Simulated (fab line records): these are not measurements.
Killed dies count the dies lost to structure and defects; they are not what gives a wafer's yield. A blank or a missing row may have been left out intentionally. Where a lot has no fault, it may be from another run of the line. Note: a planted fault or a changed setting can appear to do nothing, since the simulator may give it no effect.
fab line records -- flow sky130
record lots=10, wafers=30, last_day=50
route steps=708 shown SD_N@356 LI_CONTACT@381 LOCAL_INTERCONNECT@387 CONTACT@411
lots untouched by any fault: they come from a run of this same line in which no faults occurred
start_h: hours from the record's opening day to when the first of the lot's shown wafers began -- wait_h: hours elapsed since this lot's preceding step -- " identical to the entry in the row above -- L1.1+2: one row covering several wafers at once -- - no value, or no start given -- * or withheld: withheld -- < > ~ a bound
route shown NAME@n: a module of which the file shows steps, and the number in the route of the first -- usual: average and standard deviation across the fault-free wafers -- same: alike in all rows -- chamber/n: place in a boat -- sites: each site's reading -- _std_site: standard deviation of those values -- _edge_site: inner sites' mean taken away from outer sites' mean -- radius_mm: for every site, how far away it sits from the centre of the wafer -- mask NAME#n: copy n -- behind: tool/chamber where the wafer was last shaped -- hold: cause of the lot's hold/its duration in hours/its outcome -- device: the transistor (n, p or np) that didn't switch -- end of line: the route-end tests of the same wafers -- step lacking rows: just its recipe -- killed: count of dies lost to structure and defects at first sort (not the wafer's yield) -- map: shows each die of a wafer: x if killed, . if not, _ if none is there
set.NAME: setting as actually run; set.NAME@STEP: the setting as run at that earlier step -- model.NAME: the simulator's own value behind a step, which no gauge read
the route's steps for a sample of lots (tables are steps, rows are wafers)
services: a tool's chamber out of use, with start hour (start_h, from the record's first day; less than 0 if before it), hours out, and reason
## steps
# step SKY_SD_N_RTA_14
# recipe temp_c=1075, time_s=2, idle_temp_c=650, ramp_up_c_per_s=150, ramp_down_c_per_s=90, ambient=N2
# usual lamp_power_pct=15.73/0.051, wafer_temp_C_max=1078.1/1.4
lot.wafer,tool,chamber,start_h,wait_h,lamp_power_pct,wafer_temp_C_max
L943.4,rtp_anneal-01,0,664.92,0.0,15.74,1077.2
L943.5,rtp_anneal-01,0,664.92,0.0,15.75,1077.0
L943.6,rtp_anneal-01,0,664.92,0.0,15.82,1077.3
L944.1,rtp_anneal-02,0,672.22,0.0,15.71,1078.8
L944.5,rtp_anneal-02,0,672.22,0.0,15.74,1077.7
L944.6,rtp_anneal-02,0,672.22,0.0,15.73,1077.2
L945.1,rtp_anneal-01,0,683.88,0.0,15.73,1076.6
L945.4,rtp_anneal-01,0,683.88,0.0,15.84,1076.8
L945.6,rtp_anneal-01,0,683.88,0.0,15.74,1078.1
L949.2,rtp_anneal-01,0,725.53,0.0,15.75,1078.8
L949.3,rtp_anneal-01,0,725.53,0.0,15.73,1080.7
L949.5,rtp_anneal-01,0,725.53,0.0,15.75,1077.6
L957.2,rtp_anneal-01,0,785.83,0.0,15.78,1078.1
L957.3,rtp_anneal-01,0,785.83,0.0,15.72,1076.4
L957.5,rtp_anneal-01,0,785.83,0.0,15.63,1077.0
L959.4,rtp_anneal-01,0,791.80,0.0,15.77,1078.0
L959.5,rtp_anneal-01,0,791.80,0.0,15.66,1078.1
L959.6,rtp_anneal-01,0,791.80,0.0,15.73,1077.9
L960.3,rtp_anneal-02,0,803.51,0.0,15.73,1076.9
L960.4,rtp_anneal-02,0,803.51,0.0,15.72,1077.9
L960.6,rtp_anneal-02,0,803.51,0.0,15.79,1077.8
L961.3,rtp_anneal-01,0,816.49,0.0,15.72,1076.3
L961.4,rtp_anneal-01,0,816.49,0.0,15.82,1078.2
L961.5,rtp_anneal-01,0,816.49,0.0,15.68,1077.9
L962.3,rtp_anneal-02,0,818.99,0.0,15.82,1076.0
L962.4,rtp_anneal-02,0,818.99,0.0,15.76,1077.4
L962.6,rtp_anneal-02,0,818.99,0.0,15.78,1077.8
L963.2,rtp_anneal-02,0,827.09,0.0,15.69,1078.8
L963.5,rtp_anneal-02,0,827.09,0.0,15.71,1078.8
L963.6,rtp_anneal-02,0,827.09,0.0,15.66,1076.8
# step SKY_LI_CONTACT_SPUTTER_19
# recipe material=Ti, target_thk_nm=20, chamber_pressure_pa=5, power_w=2500, substrate_temp_c=200, time_s=106.37
# usual cathode_dc_power_W=2500.0/0.49, throttle_valve_pct=29.7/0.66
lot.wafer,tool,chamber,start_h,wait_h,cathode_dc_power_W,throttle_valve_pct
L943.4,pvd_sputter-01,-,694.68,0.0,2500.0,30.6
L943.5,pvd_sputter-01,-,694.68,0.0,2500.2,29.0
L943.6,pvd_sputter-01,-,694.68,0.0,2500.2,28.9
L944.1,pvd_sputter-02,-,701.78,0.0,2500.0,29.6
L944.5,pvd_sputter-02,-,701.78,0.0,2500.4,30.5
L944.6,pvd_sputter-02,-,701.78,0.0,2499.7,30.5
L945.1,pvd_sputter-03,-,713.21,0.0,2500.0,30.3
L945.4,pvd_sputter-03,-,713.21,0.0,2499.4,28.8
L945.6,pvd_sputter-03,-,713.21,0.0,2500.1,28.7
L949.2,pvd_sputter-03,-,753.77,0.0,2500.8,30.3
L949.3,pvd_sputter-03,-,753.77,0.0,2500.4,28.6
L949.5,pvd_sputter-03,-,753.77,0.0,2499.9,30.0
L957.2,pvd_sputter-01,-,813.38,0.0,2499.3,30.3
L957.3,pvd_sputter-01,-,813.38,0.0,2499.7,29.6
L957.5,pvd_sputter-01,-,813.38,0.0,2500.2,28.6
L959.4,pvd_sputter-01,-,820.18,0.0,2500.6,30.1
L959.5,pvd_sputter-01,-,820.18,0.0,2500.5,30.5
L959.6,pvd_sputter-01,-,820.18,0.0,2499.8,28.9
L960.3,pvd_sputter-03,-,831.89,0.0,2499.7,30.4
L960.4,pvd_sputter-03,-,831.89,0.0,2500.1,28.9
L960.6,pvd_sputter-03,-,831.89,0.0,2498.9,28.5
L961.3,pvd_sputter-03,-,844.59,0.0,2500.1,28.8
L961.4,pvd_sputter-03,-,844.59,0.0,2499.8,28.9
L961.5,pvd_sputter-03,-,844.59,0.0,2499.5,29.0
L962.3,pvd_sputter-03,-,847.28,0.0,2499.9,30.5
L962.4,pvd_sputter-03,-,847.28,0.0,2499.3,29.3
L962.6,pvd_sputter-03,-,847.28,0.0,2499.9,29.2
L963.2,pvd_sputter-03,-,854.68,0.0,2501.2,28.9
L963.5,pvd_sputter-03,-,854.68,0.0,2500.0,30.1
L963.6,pvd_sputter-03,-,854.68,0.0,2500.0,30.4
# step SKY_LOCAL_INTERCONNECT_SPUTTER_00
# recipe material=TiN, target_thk_nm=100, temp_c=300, power_w=6500, time_s=83.3, chamber_pressure_pa=0.4
# usual cathode_dc_power_W=6499.9/1.1, throttle_valve_pct=30.0/1.2
lot.wafer,tool,chamber,start_h,wait_h,cathode_dc_power_W,throttle_valve_pct
L943.4,pvd_sputter-01,-,695.43,0.2,6500.4,30.3
L943.5,pvd_sputter-01,-,695.43,0.2,6499.1,29.6
L943.6,pvd_sputter-01,-,695.43,0.2,6500.7,30.4
L944.1,pvd_sputter-04,-,702.53,0.1,6501.3,32.1
L944.5,pvd_sputter-04,-,702.53,0.1,6500.0,30.2
L944.6,pvd_sputter-04,-,702.53,0.1,6499.2,32.0
L945.1,pvd_sputter-03,-,713.95,0.2,6499.4,28.8
L945.4,pvd_sputter-03,-,713.95,0.2,6500.2,30.2
L945.6,pvd_sputter-03,-,713.95,0.2,6498.3,29.9
L949.2,pvd_sputter-04,-,754.51,0.1,6499.9,32.0
L949.3,pvd_sputter-04,-,754.51,0.1,6500.6,28.5
L949.5,pvd_sputter-04,-,754.51,0.1,6498.9,31.7
L957.2,pvd_sputter-03,-,814.12,0.1,6500.7,29.1
L957.3,pvd_sputter-03,-,814.12,0.1,6500.5,29.8
L957.5,pvd_sputter-03,-,814.12,0.1,6498.6,28.8
L959.4,pvd_sputter-03,-,820.92,0.1,6500.1,30.4
L959.5,pvd_sputter-03,-,820.92,0.1,6499.8,28.9
L959.6,pvd_sputter-03,-,820.92,0.1,6500.6,28.6
L960.3,pvd_sputter-04,-,832.64,0.2,6500.6,30.1
L960.4,pvd_sputter-04,-,832.64,0.2,6499.6,32.2
L960.6,pvd_sputter-04,-,832.64,0.2,6499.5,32.4
L961.3,pvd_sputter-04,-,845.33,0.2,6499.8,28.5
L961.4,pvd_sputter-04,-,845.33,0.2,6499.4,32.2
L961.5,pvd_sputter-04,-,845.33,0.2,6498.3,32.5
L962.3,pvd_sputter-01,-,848.03,0.2,6501.0,29.7
L962.4,pvd_sputter-01,-,848.03,0.2,6501.1,29.0
L962.6,pvd_sputter-01,-,848.03,0.2,6499.9,28.9
L963.2,pvd_sputter-01,-,855.43,0.2,6499.0,29.3
L963.5,pvd_sputter-01,-,855.43,0.2,6500.2,28.9
L963.6,pvd_sputter-01,-,855.43,0.2,6501.0,28.7
# step SKY_LOCAL_INTERCONNECT_RS_MEAS_01
# recipe thk_meas_gauge=four-point-probe, reads=TiN_of_LOCAL_INTERCONNECT_SPUTTER_00
# usual LOCAL_INTERCONNECT_TIN_RS=14.09/0.14
lot.wafer,tool,chamber,start_h,wait_h,LOCAL_INTERCONNECT_TIN_RS[ohm/sq]
L943.4,film_metro-02,-,695.55,0.1,14.26
L943.5,film_metro-02,-,695.55,0.1,14.30
L943.6,film_metro-02,-,695.55,0.1,14.19
L944.1,film_metro-04,-,702.59,0.0,14.08
L944.5,film_metro-04,-,702.59,0.0,14.07
L944.6,film_metro-04,-,702.59,0.0,14.10
L945.1,film_metro-04,-,714.02,0.0,14.04
L945.4,film_metro-04,-,714.02,0.0,14.04
L945.6,film_metro-04,-,714.02,0.0,14.07
L949.2,film_metro-01,-,754.60,0.1,13.50
L949.3,film_metro-01,-,754.60,0.1,13.91
L949.5,film_metro-01,-,754.60,0.1,13.56
L957.2,film_metro-02,-,814.20,0.1,14.10
L957.3,film_metro-02,-,814.20,0.1,14.08
L957.5,film_metro-02,-,814.20,0.1,14.10
L959.4,film_metro-01,-,821.04,0.1,13.72
L959.5,film_metro-01,-,821.04,0.1,13.90
L959.6,film_metro-01,-,821.04,0.1,13.89
L960.3,film_metro-04,-,832.74,0.1,14.00
L960.4,film_metro-04,-,832.74,0.1,13.97
L960.6,film_metro-04,-,832.74,0.1,13.95
L961.3,film_metro-01,-,845.43,0.1,14.09
L961.4,film_metro-01,-,845.43,0.1,14.06
L961.5,film_metro-01,-,845.43,0.1,13.97
L962.3,film_metro-01,-,848.13,0.1,14.18
L962.4,film_metro-01,-,848.13,0.1,14.08
L962.6,film_metro-01,-,848.13,0.1,14.15
L963.2,film_metro-01,-,855.51,0.1,14.03
L963.5,film_metro-01,-,855.51,0.1,14.13
L963.6,film_metro-01,-,855.51,0.1,13.96
# step SKY_LOCAL_INTERCONNECT_THK_MEAS_02
# recipe thk_meas_gauge=xrf, reads=TiN_of_LOCAL_INTERCONNECT_SPUTTER_00
# usual LOCAL_INTERCONNECT_TIN_THK=100.4/0.99
lot.wafer,tool,chamber,start_h,wait_h,LOCAL_INTERCONNECT_TIN_THK[nm]
L943.4,film_metro-02,-,695.64,0.1,99.8
L943.5,film_metro-02,-,695.64,0.1,99.8
L943.6,film_metro-02,-,695.64,0.1,100.2
L944.1,film_metro-04,-,702.71,0.1,100.4
L944.5,film_metro-04,-,702.71,0.1,100.1
L944.6,film_metro-04,-,702.71,0.1,100.1
L945.1,film_metro-04,-,714.14,0.1,100.6
L945.4,film_metro-04,-,714.14,0.1,101.2
L945.6,film_metro-04,-,714.14,0.1,100.5
L949.2,film_metro-01,-,754.71,0.1,104.3
L949.3,film_metro-01,-,754.71,0.1,101.5
L949.5,film_metro-01,-,754.71,0.1,103.9
L957.2,film_metro-02,-,814.31,0.1,100.7
L957.3,film_metro-02,-,814.31,0.1,100.7
L957.5,film_metro-02,-,814.31,0.1,100.5
L959.4,film_metro-01,-,821.13,0.1,102.8
L959.5,film_metro-01,-,821.13,0.1,101.7
L959.6,film_metro-01,-,821.13,0.1,101.3
L960.3,film_metro-04,-,832.84,0.1,101.0
L960.4,film_metro-04,-,832.84,0.1,101.2
L960.6,film_metro-04,-,832.84,0.1,101.6
L961.3,film_metro-01,-,845.53,0.1,99.7
L961.4,film_metro-01,-,845.53,0.1,100.2
L961.5,film_metro-01,-,845.53,0.1,100.9
L962.3,film_metro-01,-,848.23,0.1,98.9
L962.4,film_metro-01,-,848.23,0.1,99.5
L962.6,film_metro-01,-,848.23,0.1,99.7
L963.2,film_metro-01,-,855.62,0.1,100.4
L963.5,film_metro-01,-,855.62,0.1,99.6
L963.6,film_metro-01,-,855.62,0.1,100.3
# step SKY_LOCAL_INTERCONNECT_METAL_ETCH_14
# recipe target_depth_nm=110, stop_on=PSG, chemistry=Cl2/BCl3, target=TiN, resist_sidewall_deg=88, pressure_mtorr=10, icp_w=900, bias_w=48.5, Cl2_flow_sccm=60, bcl3_flow_sccm=30, time_s=31.4
# usual drypump_motor_current_A=5.7/0.52, oes_product_au=0.943/0.0066, rf_fwd_power_W=890/4.2, throttle_valve_pct=21.899/0.0097
lot.wafer,tool,chamber,start_h,wait_h,drypump_motor_current_A,oes_product_au,rf_fwd_power_W,rf_hours_counter_h,throttle_valve_pct
L943.4,rie_metal-02,1,723.34,0.1,5.4,0.937,892,-,21.900
L943.5,rie_metal-02,1,723.34,0.1,5.4,0.945,891,-,21.919
L943.6,rie_metal-02,1,723.34,0.1,5.4,0.949,890,-,21.904
L944.1,rie_metal-01,0,729.89,0.1,6.4,0.942,889,9,21.902
L944.5,rie_metal-01,0,729.89,0.1,6.4,0.938,891,-,21.886
L944.6,rie_metal-01,0,729.89,0.1,6.4,0.948,895,-,21.900
L945.1,rie_metal-01,0,741.63,0.0,6.4,0.945,887,10,21.893
L945.4,rie_metal-01,1,741.63,0.0,4.9,0.942,887,-,21.906
L945.6,rie_metal-01,1,741.63,0.0,4.9,0.951,880,-,21.896
L949.2,rie_metal-04,0,781.85,0.0,5.7,0.962,881,2,21.890
L949.3,rie_metal-04,0,781.85,0.0,5.7,0.942,885,-,21.889
L949.5,rie_metal-04,0,781.85,0.0,5.7,0.960,884,-,21.880
L957.2,rie_metal-01,0,840.63,0.0,6.4,0.944,892,13,21.888
L957.3,rie_metal-01,0,840.63,0.0,6.4,0.940,891,-,21.882
L957.5,rie_metal-01,0,840.63,0.0,6.4,0.936,892,-,21.916
L959.4,rie_metal-04,1,847.44,0.0,6.2,0.958,885,-,21.870
L959.5,rie_metal-04,0,847.44,0.0,5.6,0.946,883,-,21.886
L959.6,rie_metal-04,1,847.44,0.0,6.2,0.954,886,-,21.895
L960.3,rie_metal-02,0,859.09,0.0,5.3,0.946,891,-,21.891
L960.4,rie_metal-02,1,859.09,0.0,5.4,0.948,897,-,21.894
L960.6,rie_metal-02,0,859.09,0.0,5.3,0.945,890,-,21.910
L961.3,rie_metal-01,1,871.77,0.0,4.9,0.946,885,-,21.906
L961.4,rie_metal-01,0,871.77,0.0,6.4,0.940,891,-,21.915
L961.5,rie_metal-01,0,871.77,0.0,6.4,0.946,889,-,21.892
L962.3,rie_metal-04,0,874.34,0.0,5.6,0.939,887,-,21.907
L962.4,rie_metal-04,1,874.34,0.0,6.2,0.944,888,-,21.902
L962.6,rie_metal-04,1,874.34,0.0,6.2,0.936,891,-,21.897
L963.2,rie_metal-02,1,881.83,0.0,5.4,0.938,891,16,21.896
L963.5,rie_metal-02,0,881.83,0.0,5.3,0.939,892,-,21.908
L963.6,rie_metal-02,1,881.83,0.0,5.4,0.945,891,-,21.889
# step SKY_CONTACT_BOW_MEAS_05
# recipe mode=bow
# usual CONTACT_BOW=83/7.4
lot.wafer,tool,chamber,start_h,wait_h,CONTACT_BOW[um]
L943.4,film_metro-03,-,724.73,0.2,100
L943.5,film_metro-03,-,724.73,0.2,77
L943.6,film_metro-03,-,724.73,0.2,86
L944.1,film_metro-01,-,731.11,0.2,80
L944.5,film_metro-01,-,731.11,0.2,89
L944.6,film_metro-01,-,731.11,0.2,79
L945.1,film_metro-02,-,742.84,0.1,70
L945.4,film_metro-02,-,742.84,0.1,87
L945.6,film_metro-02,-,742.84,0.1,78
L949.2,film_metro-02,-,783.04,0.1,92
L949.3,film_metro-02,-,783.04,0.1,85
L949.5,film_metro-02,-,783.04,0.1,82
L957.2,film_metro-02,-,841.83,0.2,78
L957.3,film_metro-02,-,841.83,0.2,83
L957.5,film_metro-02,-,841.83,0.2,74
L959.4,film_metro-01,-,848.65,0.3,85
L959.5,film_metro-01,-,848.65,0.3,81
L959.6,film_metro-01,-,848.65,0.3,83
L960.3,film_metro-02,-,860.28,0.1,63
L960.4,film_metro-02,-,860.28,0.1,77
L960.6,film_metro-02,-,860.28,0.1,72
L961.3,film_metro-03,-,872.96,0.1,69
L961.4,film_metro-03,-,872.96,0.1,78
L961.5,film_metro-03,-,872.96,0.1,99
L962.3,film_metro-02,-,875.57,0.3,85
L962.4,film_metro-02,-,875.57,0.3,77
L962.6,film_metro-02,-,875.57,0.3,70
L963.2,film_metro-01,-,883.04,0.2,86
L963.5,film_metro-01,-,883.04,0.2,77
L963.6,film_metro-01,-,883.04,0.2,93
## services
tool,chamber,start_h,hours,kind
pvd_sputter-01,-,640.99,2.2,repair
pvd_sputter-03,-,659.77,1.5,repair
rie_metal-04,0,661.62,3.0,repair
rie_metal-02,-,665.11,1.0,repair
pvd_sputter-03,-,673.77,34.0,repair
pvd_sputter-04,-,694.15,1.7,repair
pvd_sputter-04,1,696.48,-,consumable_replace:kit
pvd_sputter-04,1,696.48,18.0,scheduled_down
pvd_sputter-04,1,696.48,18.0,vent_cycle
pvd_sputter-01,-,716.26,9.7,repair
rie_metal-01,1,716.56,-,clean
rie_metal-01,1,716.56,21.6,scheduled_down
pvd_sputter-01,-,749.28,1.8,repair
rie_metal-02,0,782.54,12.6,repair
pvd_sputter-04,-,803.40,4.0,repair
pvd_sputter-02,-,844.33,19.4,repair
pvd_sputter-04,-,845.46,28.6,repair
pvd_sputter-01,2,849.00,-,consumable_replace:kit
pvd_sputter-01,2,849.00,18.0,scheduled_down
pvd_sputter-01,2,849.00,18.0,vent_cycle
pvd_sputter-01,-,850.76,3.4,repair
pvd_sputter-04,-,851.05,4.3,repair
pvd_sputter-03,-,853.92,0.7,repair
pvd_sputter-02,-,854.44,0.8,repair
## key
first_sign step=SKY_LOCAL_INTERCONNECT_RS_MEAS_01, reading=LOCAL_INTERCONNECT_TIN_RS, direction=down, sigmas=4, usual=14.09, struck=13.53
effect step=SKY_LOCAL_INTERCONNECT_THK_MEAS_02, reading=LOCAL_INTERCONNECT_TIN_THK, direction=up, sigmas=3.7, usual=100.4, struck=104.1
effect step=SKY_LOCAL_INTERCONNECT_METAL_ETCH_14, reading=oes_product_au, direction=up, sigmas=2.7, usual=0.943, struck=0.961
met_at SKY_LOCAL_INTERCONNECT_SPUTTER_00
struck_lots L949
struck_wafers L949.2,L949.5
tester_left_out L949
not_acting_at SKY_SD_N_RTA_14,SKY_LI_CONTACT_SPUTTER_19,SKY_CONTACT_BOW_MEAS_05
fault kind=process_parameter_drift, tool=pvd_sputter-04, chamber=-, onset_h=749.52, steps=SKY_LOCAL_INTERCONNECT_SPUTTER_00, channel=time_s, offset=*, shape=step, end_h=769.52, acts_in=*, stated=*, scope=struck_wafers_only
# tester_left_out: of these lots the tester's yield and bins aren't shown, on N5 and GAA mostly nor the transistor test; their killed dies are dies lost to structure and defects alone, not to doping, threshold or leakage, so they don't give the yield
